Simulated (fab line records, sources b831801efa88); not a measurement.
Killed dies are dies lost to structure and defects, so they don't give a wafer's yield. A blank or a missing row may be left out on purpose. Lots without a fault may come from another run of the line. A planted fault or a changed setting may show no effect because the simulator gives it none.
Split-lot experiment | flow sfq_line | 5 lots, 27 wafers read, on a route of 325 steps

THE SPLIT
At SFQ_TRILAYER_R5_BARC_OPEN_METAL_ETCH_177 (etches BARC in O2, target depth 125 nm, time 41.7 s), the setting time_s was moved away from the recipe's 41.7 s on 9 of the 27 wafers read, by -39.1% to +45.9%. The other wafers ran this setting at the recipe's value.

The file shows no step between the split and the reading.

THE READING
KrF_of_TRILAYER_R5_LITHO_COAT_136.thk_nm (the simulator's own value, which no gauge read), in nm, at SFQ_TRILAYER_R5_ETCH_METAL_ETCH_139 (etches the open film in Cl2, stops on SiO2, target depth 60 nm, time 40 s). The file gives no usual value for it. The 18 wafers here that ran the recipe average 497.9 nm, standard deviation 2.8 nm.

wafer  | tool, chamber at the split | time_s as run, s | against the recipe | KrF_of_TRILAYER_R5_LITHO_COAT_136.thk_nm, nm | against lot-mates on the recipe
L074.1 | rie_metal-01, 1            | 60.86            | +45.9%             | 478.8                                        | -21.7
L074.2 | rie_metal-01, 0            | 60.86            | +45.9%             | 475.7                                        | -24.8
L074.3 | rie_metal-01, 1            | 60.86            | +45.9%             | 475.7                                        | -24.8
L074.4 | rie_metal-01, 0            | 41.7             | recipe             | 499.7                                        | -
L074.5 | rie_metal-01, 1            | 41.7             | recipe             | 500.8                                        | -
L074.6 | rie_metal-01, 0            | 41.7             | recipe             | 501.1                                        | -
L078.1 | rie_metal-02, 0            | 41.7             | recipe             | 495                                          | -
L078.2 | rie_metal-02, 1            | 41.7             | recipe             | 495.9                                        | -
L078.3 | rie_metal-02, 0            | 41.7             | recipe             | 496.4                                        | -
L078.4 | rie_metal-02, 1            | 41.7             | recipe             | 496.6                                        | -
L078.5 | rie_metal-02, 1            | 41.7             | recipe             | 496                                          | -
L078.6 | rie_metal-02, 0            | 41.7             | recipe             | 495.3                                        | -
L079.1 | rie_metal-01, 0            | 41.7             | recipe             | 503.9                                        | -
L079.2 | rie_metal-01, 0            | 41.7             | recipe             | 501.9                                        | -
L079.5 | rie_metal-01, 0            | 41.7             | recipe             | 501.9                                        | -
L079.3 | rie_metal-01, 0            | 60.3             | +44.6%             | 478.2                                        | -24.4
L079.4 | rie_metal-01, 0            | 60.3             | +44.6%             | 478                                          | -24.6
L079.6 | rie_metal-01, 0            | 60.3             | +44.6%             | 478.7                                        | -23.9
L082.2 | rie_metal-03, 1            | 41.7             | recipe             | 495.6                                        | -
L082.3 | rie_metal-03, 0            | 41.7             | recipe             | 498.2                                        | -
L082.5 | rie_metal-03, 1            | 41.7             | recipe             | 494                                          | -
L085.1 | rie_metal-03, 1            | 41.7             | recipe             | 497.1                                        | -
L085.2 | rie_metal-03, 0            | 25.39            | -39.1%             | 518.8                                        | +22.2
L085.3 | rie_metal-03, 0            | 41.7             | recipe             | 497                                          | -
L085.4 | rie_metal-03, 1            | 41.7             | recipe             | 495.7                                        | -
L085.5 | rie_metal-03, 0            | 25.39            | -39.1%             | 517.7                                        | +21.1
L085.6 | rie_metal-03, 1            | 25.39            | -39.1%             | 518                                          | +21.4

THE FIT
A straight line over all 27 wafers: KrF_of_TRILAYER_R5_LITHO_COAT_136.thk_nm changes by -0.473 nm for each +1% of time_s; r = -0.98; the points scatter about the line by 2.6 nm.
The same after taking each lot's own level away (the mean of its wafers on the recipe; 27 wafers): -0.537 nm for each +1%; r = -1.00; scatter 1 nm.
On that fit, the largest move of time_s shifts the reading by 25 nm.
The lots' own levels span 495.87 to 502.57 nm, that is 2.4 times the standard deviation above.
So the lot-to-lot level changes the slope: the two fits differ.
Check: with one of the wafers moved furthest among these (+45.9%) left out of the fit, the line predicts -25 nm for it against its lot-mates. It came out at -21.7 nm against them.
Tool readings at the split's step, against how far the setting was moved: oes_product_au r = -0.86.

OTHER SPLITS ON THESE WAFERS
These wafers also went through other splits before the reading. Each is held against what the fit with the lots' levels taken away leaves over:
other split on the same wafers                    | wafers away from the commonest value | r with KrF_of_TRILAYER_R5_LITHO_COAT_136.thk_nm (lot level and that fit taken away)
SFQ_TRILAYER_M3_DEP_SPUTTER_073 time_s            | 9                                    | -0.07
SFQ_TRILAYER_I3_VIA_BARC_OPEN_VIA_ETCH_121 time_s | 9                                    | -0.19
SFQ_TRILAYER_I4_DEP_PECVD_099 time_s              | 9                                    | -0.16
SFQ_TRILAYER_M5_BARC_OPEN_METAL_ETCH_161 time_s   | 6                                    | +0.00

THE WHOLE CHAIN: every reading that the file lists as answering this split, in the file's order
step                                     | what it does                                                              | reading                                                                                   | change (the file's fit)                                                              | r (the file's)
SFQ_TRILAYER_R5_BARC_OPEN_METAL_ETCH_177 | etches BARC in O2, target depth 125 nm, time 41.7 s                       | oes_product_au                                                                            | not straight: 0.883 at the lowest setting, 0.685 at the recipe, 0.650 at the highest | not given
SFQ_TRILAYER_R5_BARC_OPEN_METAL_ETCH_177 | etches BARC in O2, target depth 125 nm, time 41.7 s                       | KrF_of_TRILAYER_R5_LITHO_COAT_136.thk_nm (the simulator's own value, which no gauge read) | -0.534 nm for each +1% of the setting                                                | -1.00
SFQ_TRILAYER_R5_ETCH_METAL_ETCH_139      | etches the open film in Cl2, stops on SiO2, target depth 60 nm, time 40 s | KrF_of_TRILAYER_R5_LITHO_COAT_136.thk_nm (the simulator's own value, which no gauge read) | -0.537 nm for each +1% of the setting                                                | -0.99

THE FILE'S OWN FIT
KrF_of_TRILAYER_R5_LITHO_COAT_136.thk_nm changes by -0.537 nm for each +1% of time_s, r = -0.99.
